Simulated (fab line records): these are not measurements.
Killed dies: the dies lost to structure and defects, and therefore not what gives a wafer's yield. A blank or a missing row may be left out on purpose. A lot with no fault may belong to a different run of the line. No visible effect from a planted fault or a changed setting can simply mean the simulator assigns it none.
Lot-split experiment || flow sky130 || route with 708 steps; 5 lots, 23 wafers read

== THE SPLIT ITSELF ==
At SKY_METAL4_SPUTTER_02 (material AlCu, target thk 735 nm, time 39.1 s), the setting time_s was moved away from the recipe's 39.1 s on 7 of the 23 wafers read, by -7.3% to +14.1%. All remaining wafers had this setting at the recipe value.

== FROM THE SPLIT TO THE READING: what the file shows between them, 11 steps ==
- SKY_CAP2M_SPUTTER_02: material TiN, target thk 200 nm, time 166.7 s (also split here: power_w)
- SKY_CAP2M_RS_MEAS_03: measures by four-point-probe
- SKY_CAP2M_THK_MEAS_04: measures by xrf
- SKY_CAP2M_METAL_ETCH_13: etches TiN in Cl2/BCl3, stops on SiO2, target depth 220 nm, time 62.9 s (also split here: pressure_mtorr)
- SKY_METAL4_EXPOSE_10: exposes mask MM4, target cd 300 nm (also split here: dose_mj)
- SKY_METAL4_PEB_11
- SKY_METAL4_DEVELOP_12: develop time 60 s
- SKY_METAL4_CD_MEAS_13: target cd 300 nm
- SKY_METAL4_DESCUM_15: chemistry O2, time 8 s
- SKY_METAL4_ETCH_16: etches BARC in N2/H2, stops on SiO2, time 88.2 s, target depth 60 nm
- SKY_METAL4_ETCH_17: etches SiO2 in C4F8/O2/Ar, stops on TiN, time 3.9 s, target depth 15 nm

== THE READING ==
oes_product_au, in a.u., at SKY_METAL4_METAL_ETCH_18 (etches the open film in Cl2/BCl3, stops on SiO2, target depth 845 nm, time 183.1 s). A value of 0.865 a.u. with a standard deviation of 0.0066 a.u. is what fault-free wafers of this fab line usually give.

{"wafer": "L079.1", "tool, chamber at the split": "pvd_sputter-01, -", "time_s as run, s": 41.14, "against the recipe": "+5.2%", "oes_product_au, a.u.": 0.892, "against lot-mates on the recipe": "+0.021"}
{"wafer": "L079.2", "tool, chamber at the split": "pvd_sputter-01, -", "time_s as run, s": 41.14, "against the recipe": "+5.2%", "oes_product_au, a.u.": 0.889, "against lot-mates on the recipe": "+0.018"}
{"wafer": "L079.3", "tool, chamber at the split": "pvd_sputter-01, -", "time_s as run, s": 41.14, "against the recipe": "+5.2%", "oes_product_au, a.u.": 0.890, "against lot-mates on the recipe": "+0.019"}
{"wafer": "L079.4", "tool, chamber at the split": "pvd_sputter-01, -", "time_s as run, s": 39.1, "against the recipe": "recipe", "oes_product_au, a.u.": 0.871, "against lot-mates on the recipe": "-"}
{"wafer": "L079.6", "tool, chamber at the split": "pvd_sputter-01, -", "time_s as run, s": 39.1, "against the recipe": "recipe", "oes_product_au, a.u.": 0.870, "against lot-mates on the recipe": "-"}
{"wafer": "L077.1", "tool, chamber at the split": "pvd_sputter-04, -", "time_s as run, s": 39.1, "against the recipe": "recipe", "oes_product_au, a.u.": 0.869, "against lot-mates on the recipe": "-"}
{"wafer": "L077.2", "tool, chamber at the split": "pvd_sputter-04, -", "time_s as run, s": 39.1, "against the recipe": "recipe", "oes_product_au, a.u.": 0.867, "against lot-mates on the recipe": "-"}
{"wafer": "L077.3", "tool, chamber at the split": "pvd_sputter-04, -", "time_s as run, s": 39.1, "against the recipe": "recipe", "oes_product_au, a.u.": 0.863, "against lot-mates on the recipe": "-"}
{"wafer": "L077.5", "tool, chamber at the split": "pvd_sputter-04, -", "time_s as run, s": 39.1, "against the recipe": "recipe", "oes_product_au, a.u.": 0.864, "against lot-mates on the recipe": "-"}
{"wafer": "L077.6", "tool, chamber at the split": "pvd_sputter-04, -", "time_s as run, s": 39.1, "against the recipe": "recipe", "oes_product_au, a.u.": 0.871, "against lot-mates on the recipe": "-"}
{"wafer": "L080.1", "tool, chamber at the split": "pvd_sputter-04, -", "time_s as run, s": 39.1, "against the recipe": "recipe", "oes_product_au, a.u.": 0.857, "against lot-mates on the recipe": "-"}
{"wafer": "L080.2", "tool, chamber at the split": "pvd_sputter-04, -", "time_s as run, s": 36.23, "against the recipe": "-7.3%", "oes_product_au, a.u.": 0.821, "against lot-mates on the recipe": -0.041}
{"wafer": "L080.4", "tool, chamber at the split": "pvd_sputter-04, -", "time_s as run, s": 39.1, "against the recipe": "recipe", "oes_product_au, a.u.": 0.860, "against lot-mates on the recipe": "-"}
{"wafer": "L080.5", "tool, chamber at the split": "pvd_sputter-04, -", "time_s as run, s": 39.1, "against the recipe": "recipe", "oes_product_au, a.u.": 0.870, "against lot-mates on the recipe": "-"}
{"wafer": "L080.6", "tool, chamber at the split": "pvd_sputter-04, -", "time_s as run, s": 36.23, "against the recipe": "-7.3%", "oes_product_au, a.u.": 0.830, "against lot-mates on the recipe": -0.032}
{"wafer": "L084.1", "tool, chamber at the split": "pvd_sputter-01, -", "time_s as run, s": 44.62, "against the recipe": "+14.1%", "oes_product_au, a.u.": 0.922, "against lot-mates on the recipe": "+0.056"}
{"wafer": "L084.3", "tool, chamber at the split": "pvd_sputter-01, -", "time_s as run, s": 39.1, "against the recipe": "recipe", "oes_product_au, a.u.": 0.864, "against lot-mates on the recipe": "-"}
{"wafer": "L084.4", "tool, chamber at the split": "pvd_sputter-01, -", "time_s as run, s": 39.1, "against the recipe": "recipe", "oes_product_au, a.u.": 0.864, "against lot-mates on the recipe": "-"}
{"wafer": "L084.5", "tool, chamber at the split": "pvd_sputter-01, -", "time_s as run, s": 44.62, "against the recipe": "+14.1%", "oes_product_au, a.u.": 0.923, "against lot-mates on the recipe": "+0.057"}
{"wafer": "L084.6", "tool, chamber at the split": "pvd_sputter-01, -", "time_s as run, s": 39.1, "against the recipe": "recipe", "oes_product_au, a.u.": 0.870, "against lot-mates on the recipe": "-"}
{"wafer": "L085.3", "tool, chamber at the split": "pvd_sputter-04, -", "time_s as run, s": 39.1, "against the recipe": "recipe", "oes_product_au, a.u.": 0.873, "against lot-mates on the recipe": "-"}
{"wafer": "L085.4", "tool, chamber at the split": "pvd_sputter-04, -", "time_s as run, s": 39.1, "against the recipe": "recipe", "oes_product_au, a.u.": 0.865, "against lot-mates on the recipe": "-"}
{"wafer": "L085.5", "tool, chamber at the split": "pvd_sputter-04, -", "time_s as run, s": 39.1, "against the recipe": "recipe", "oes_product_au, a.u.": 0.873, "against lot-mates on the recipe": "-"}

FIT RESULTS
A straight line over all 23 wafers: oes_product_au changes by +0.00439 a.u. for each +1% of time_s; r = +0.97; the points scatter about the line by 0.0053 a.u.
The same after taking each lot's own level away (the mean of its wafers on the recipe; 23 wafers): +0.00421 a.u. for each +1%; r = +0.98; scatter 0.0039 a.u.
On that fit, the largest move of time_s shifts the reading by 0.059 a.u.
Measured against the standard deviation above, the lots' own levels, which go from 0.8623 to 0.8705 a.u., span 1.2 times it.
Consequently the slope shifts little with the lot-to-lot level, the two slopes agreeing.
Check: with one of the wafers moved furthest among these (+14.1%) left out of the fit, the line predicts +0.0597 a.u. for it against its lot-mates. Against them it came out at +0.056 a.u.

== THE OTHER SPLITS THESE WAFERS WENT THROUGH ==
Note: prior to the reading, these wafers also went through further splits. Each is held against what the fit with the lots' levels taken away leaves over:
{"other split on the same wafers": "SKY_CAPM_METAL_ETCH_13 time_s", "wafers away from the commonest value": 6, "r with oes_product_au (lot level and that fit taken away)": "+0.01"}
{"other split on the same wafers": "SKY_VIA3_CMP_02 leave_above_ref_nm", "wafers away from the commonest value": 8, "r with oes_product_au (lot level and that fit taken away)": "+0.09"}
{"other split on the same wafers": "SKY_VIA3_ETCH_15 bias_w", "wafers away from the commonest value": 3, "r with oes_product_au (lot level and that fit taken away)": "+0.07"}
{"other split on the same wafers": "SKY_CAP2M_SPUTTER_02 power_w", "wafers away from the commonest value": 7, "r with oes_product_au (lot level and that fit taken away)": -0.36}
{"other split on the same wafers": "SKY_CAP2M_METAL_ETCH_13 pressure_mtorr", "wafers away from the commonest value": 18, "r with oes_product_au (lot level and that fit taken away)": -0.15}
{"other split on the same wafers": "SKY_METAL4_EXPOSE_10 dose_mj", "wafers away from the commonest value": 5, "r with oes_product_au (lot level and that fit taken away)": -0.02}

== THE WHOLE CHAIN: every reading that the file lists as answering this split, in the file's order ==
{"step": "SKY_METAL4_SPUTTER_02", "what it does": "material AlCu, target thk 735 nm, time 39.1 s", "reading": "AlCu_of_METAL4_SPUTTER_02.thk_nm (the simulator's own value, which no gauge read)", "change (the file's fit)": "+6.97 nm for each +1% of the setting", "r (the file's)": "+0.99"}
{"step": "SKY_METAL4_METAL_ETCH_18", "what it does": "etches the open film in Cl2/BCl3, stops on SiO2, target depth 845 nm, time 183.1 s", "reading": "oes_product_au", "change (the file's fit)": "+0.00419 a.u. for each +1% of the setting", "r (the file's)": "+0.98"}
{"step": "SKY_METAL4_METAL_ETCH_18", "what it does": "etches the open film in Cl2/BCl3, stops on SiO2, target depth 845 nm, time 183.1 s", "reading": "METAL4.feature_depth_nm (the simulator's own value, which no gauge read)", "change (the file's fit)": "+7.89 nm for each +1% of the setting", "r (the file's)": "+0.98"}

== THE FILE'S OWN FIT ==
oes_product_au changes by +0.00419 a.u. for each +1% of time_s, r = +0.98.
